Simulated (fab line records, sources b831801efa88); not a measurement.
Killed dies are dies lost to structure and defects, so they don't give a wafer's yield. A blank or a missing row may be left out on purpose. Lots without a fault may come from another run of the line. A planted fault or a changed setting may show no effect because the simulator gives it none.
Chamber matching | flow gf180mcu | GF_V3_CMP_26 on cmp-01: 4 sister chambers
The step polishes, stops on SiO2, t overpolish 15 s, target thk 0 nm. 8 wafers are shown with their chamber, then 8 later ones without.

WAFERS WITH THEIR CHAMBER
wafer  | chamber | overpolish_run_s (s) | motor_current_A (A)
L393.3 | 3       | 14.995               | 11.0
L398.2 | 3       | 15.001               | 12.0
L400.2 | 2       | 15.002               | 11.4
L400.5 | 1       | 15.016               | 11.3
L405.2 | 1       | 15.016               | 11.0
L405.3 | 2       | 14.990               | 11.2
L405.5 | 0       | 15.007               | 11.0
L406.2 | 0       | 14.992               | 10.8

WAFERS WITHOUT THEIR CHAMBER
wafer  | overpolish_run_s (s) | motor_current_A (A)
L406.5 | 14.993               | 11.3
L406.6 | 14.992               | 12.1
L411.1 | 15.010               | 10.4
L411.4 | 14.991               | 11.4
L411.6 | 15.015               | 11.3
L414.2 | 15.008               | 12.2
L414.3 | 14.991               | 10.6
L414.6 | 14.975               | 11.5

WHICH CHAMBER EACH WENT THROUGH
wafer  | from the rows above               | in truth
L406.5 | can't be placed: 2 or 3 or 0      | 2
L406.6 | can't be placed: 3 or 2 or 0      | 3
L411.1 | can't be placed: 0 or 1 or 2 or 3 | 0
L411.4 | can't be placed: 2 or 3 or 0      | 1
L411.6 | can't be placed: 1 or 0           | 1
L414.2 | can't be placed: 3 or 2 or 1 or 0 | 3
L414.3 | can't be placed: 0 or 2 or 3      | 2
L414.6 | can't be placed: 2 or 3 or 0      | 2
Placed correctly: 0 of 8. Can't be placed from these rows: 8 (the true chamber is among the candidates in 7). Placed wrongly: 0.
How it was worked out, from the rows above alone: a wafer's distance from a chamber is the root of the sum, over the readings, of the square of ((its reading less the chamber's mean) divided by the reading's scatter). The wafer belongs to the nearest chamber; if the next one is less than 2 further off, it can't be placed. A chamber's mean is the mean of its shown wafers. The scatter: the root of (the sum of the squares of (reading less its chamber's mean) over the shown wafers, divided by (wafers less chambers)).
